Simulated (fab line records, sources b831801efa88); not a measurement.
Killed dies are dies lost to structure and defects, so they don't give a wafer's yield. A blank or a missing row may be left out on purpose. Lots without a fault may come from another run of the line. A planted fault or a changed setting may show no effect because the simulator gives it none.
A struck lot beside a sound one | flow sky130 | 43 steps out of a route of 708
Sound: wafers L716.1, L716.2, L716.3. Struck: wafers L724.1, L724.2, L724.3. The cause comes at the end.
At each step with rows: each side's tool, then ch and its chambers, then its first start. Under that, the readings that differ: sound wafers | struck wafers | difference of the means | sigmas: that difference in standard deviations of wafers without a fault.
alike: readings whose means differ by less than 2 such deviations, and words and numbers that are the same on both sides. not compared: withheld readings, readings that some wafer has no value for, bounds like >300 that may hide the same value, and numbers for which the record gives no deviation and whose values overlap.
The two part at a step that has a row with sigmas, a row that says differs or no value, or rows on one side only. Numbers that don't overlap but have no deviation are shown without sigmas and don't part them. A reading that every wafer of one side lacks parts them only if that side has two wafers or more.

first, 8 steps without rows for these wafers: SKY_VIA3_DEHYDRATE_04 (time 60 s); SKY_VIA3_HMDS_05 (prime time 60 s); SKY_VIA3_COAT_06 (resist thk 60 nm); SKY_VIA3_COAT_07 (resist thk 450 nm); SKY_VIA3_SOFTBAKE_08 (time 90 s); SKY_VIA3_EXPOSE_09 (exposes mask VIM3, target cd 200 nm); SKY_VIA3_PEB_10; SKY_VIA3_DEVELOP_11 (develop time 60 s).
SKY_VIA3_CD_MEAS_12: target cd 200 nm.
  sound on cd_sem-02, day 41 00:20; struck on cd_sem-02, day 43 04:17
  alike: cd_nm
SKY_VIA3_OVL_MEAS_13:
  sound on overlay-01, day 41 00:27; struck on overlay-02, day 43 04:24
  alike: VIA3_OVL
then, 1 step without rows for these wafers: SKY_VIA3_ETCH_14 (etches BARC in N2/H2, stops on SiO2, time 45.9 s, target depth 60 nm).
SKY_VIA3_ETCH_15: etches SiO2 in C4F8/O2/Ar, stops on TiN, target depth 507 nm, time 78 s.
  sound on rie_diel-01 ch 0,1,3, day 41 00:32; struck on rie_diel-01 ch 0,1,3, day 43 04:29
  alike: oes_product_au
  not compared: rf_hours_counter_h
SKY_VIA3_STRIP_16: strips in O2/N2.
  sound on plasma_asher-02 ch 0,1, day 41 00:35; struck on plasma_asher-01 ch 0,1, day 43 04:32
  alike: drypump_motor_current_A, oes_product_au, strip_time_to_endpoint_s
  not compared: rf_hours_counter_h
then, 3 steps without rows for these wafers: SKY_VIA3_STRIP_17 (strips in post etch residue remover, time 1200 s); SKY_VIA3_CLEAN_18 (cleans in IPA, time 180 s); SKY_VIA3_CLEAN_19 (cleans in O3/DIW).
SKY_VIA3_SPUTTER_20: material TiN, target thk 20 nm, time 80 s.
  sound on pvd_sputter-01, day 41 01:11; struck on pvd_sputter-02, day 43 05:08
  alike: throttle_valve_pct
SKY_VIA3_CVD_21: deposits W, target thk 390 nm, time 117.31 s.
  sound on cvd_w-01 ch 0,1, day 41 01:15; struck on cvd_w-01 ch 0,1, day 43 05:11
  alike: chamber_pressure_Torr, heater_power_w
SKY_VIA3_RS_MEAS_22: measures by four-point-probe.
  sound on film_metro-01, day 41 01:22; struck on film_metro-04, day 43 05:19
  alike: VIA3_W_RS
SKY_VIA3_THK_MEAS_23: measures by xrf.
  sound on film_metro-01, day 41 01:29; struck on film_metro-04, day 43 05:26
  alike: VIA3_W_THK
then, 4 steps without rows for these wafers: SKY_VIA3_CMP_24 (polishes, stops on SiO2, t overpolish 20 s, target thk 0 nm); SKY_METAL4_SPUTTER_00 (material Ti, target thk 15 nm, time 10 s); SKY_METAL4_SPUTTER_01 (material TiN, target thk 20 nm, time 16.7 s); SKY_METAL4_SPUTTER_02 (material AlCu, target thk 735 nm, time 39.1 s).
SKY_METAL4_SPUTTER_03: material Ti, target thk 5 nm, time 3.3 s.
  sound on pvd_sputter-03, day 41 01:56; struck on pvd_sputter-04, day 43 05:53
  alike: throttle_valve_pct
then, 2 steps without rows for these wafers: SKY_METAL4_SPUTTER_04 (material TiN, target thk 70 nm, time 58.3 s); SKY_CAP2M_CVD_00 (deposits SiO2, target thk 15.5 nm).
SKY_CAP2M_THK_MEAS_01:
  sound on film_metro-02, day 41 02:02; struck on film_metro-02, day 43 05:58
  alike: CAP2M_CVD_00_THK
then, 1 step without rows for these wafers: SKY_CAP2M_SPUTTER_02 (material TiN, target thk 200 nm, time 166.7 s).
SKY_CAP2M_RS_MEAS_03: measures by four-point-probe.
  sound on film_metro-04, day 41 02:12; struck on film_metro-02, day 43 06:08
  reading               | sound          | struck         | difference | sigmas
  CAP2M_TIN_RS (ohm/sq) | 7.31 7.18 7.14 | 6.86 6.78 6.85 | -0.38      | -3
SKY_CAP2M_THK_MEAS_04: measures by xrf.
  sound on film_metro-04, day 41 02:19; struck on film_metro-02, day 43 06:16
  reading            | sound       | struck      | difference | sigmas
  CAP2M_TIN_THK (nm) | 193 196 197 | 206 208 206 | +11        | +3
then, 7 steps without rows for these wafers: SKY_CAP2M_DEHYDRATE_05 (time 60 s); SKY_CAP2M_HMDS_06 (prime time 60 s); SKY_CAP2M_COAT_07 (resist thk 1140 nm); SKY_CAP2M_SOFTBAKE_08 (time 60 s); SKY_CAP2M_EXPOSE_09 (exposes mask CAP2M, target cd 1000 nm); SKY_CAP2M_PEB_10; SKY_CAP2M_DEVELOP_11 (develop time 60 s).
SKY_CAP2M_OVL_MEAS_12:
  sound on overlay-01, day 42 01:26; struck on overlay-02, day 44 04:30
  alike: CAP2M_OVL
SKY_CAP2M_METAL_ETCH_13: etches TiN in Cl2/BCl3, stops on SiO2, target depth 220 nm, time 62.9 s.
  sound on rie_metal-03 ch 0,1, day 42 01:29; struck on rie_metal-01 ch 0,1, day 44 04:32
  reading               | sound             | struck            | difference | sigmas
  oes_product_au (a.u.) | 0.910 0.922 0.925 | 0.940 0.960 0.948 | +0.030     | +3
  alike: drypump_motor_current_A, he_backside_leak_sccm, throttle_valve_pct
  not compared: rf_hours_counter_h
then, 2 steps without rows for these wafers: SKY_CAP2M_STRIP_14 (strips in O2/N2); SKY_CAP2M_STRIP_15 (strips in post etch residue remover, time 1200 s).
-- the record jumps here: 5 days lie between the struck wafers' starts before and after (it left off in module CAP2M and takes up again in module PAD_OPEN, whose first step shown is number 708 of the route) --
SKY_PAD_OPEN_PROBE_99:
  sound on prober-01, day 47 01:13; struck on prober-02, day 48 18:42
  reading                               | sound               | struck            | difference | sigmas
  defect_limited_yield (%)              | 82.1 85.0 84.1      | 78.0 77.0 79.7    | -5.5       | -3
  killed_at_M0_to_M3                    | 43 36 41            | 66 74 64          | +28        | +4
  killed_dies                           | 88 74 78            | 108 113 100       | +27        | +3
  sort_bin_3_pad_short (%)              | 0.8 0.2 0.6         | 1.6 1.8 2.4       | +1.4       | +3
  sort_bin_5_function (%)               | 11.0 7.7 8.9        | 13.4 14.0 12.0    | +3.9       | +3
  sort_n_pass                           | 404 418 414         | 384 379 392       | -27        | -3
  sort_yield_pct (%)                    | 82.1 85.0 84.1      | 78.0 77.0 79.7    | -5.5       | -3
  model.etest.tester.sort_n_pass        | 404 418 414         | 384 379 392       | -27        |
  model.etest.tester.sort_yield_pct (%) | 82.11 84.96 84.15   | 78.05 77.03 79.67 | -5.49      |
  model.etest.tester.sort_bin_5_pct (%) | 10.98 7.724 8.943   | 13.41 14.02 11.99 | +3.92      |
  model.etest.tester.sort_bin_3_pct (%) | 0.813 0.2033 0.6098 | 1.626 1.829 2.439 | +1.423     |
  alike: killed_at_M4_up, killed_at_contacts, killed_at_front_end, killed_at_other, killed_open, killed_short, sort_bin_6_memory

WHERE THEY PART
First at SKY_CAP2M_RS_MEAS_03; last, within this record, at SKY_PAD_OPEN_PROBE_99.

WHY: what the simulator had put in
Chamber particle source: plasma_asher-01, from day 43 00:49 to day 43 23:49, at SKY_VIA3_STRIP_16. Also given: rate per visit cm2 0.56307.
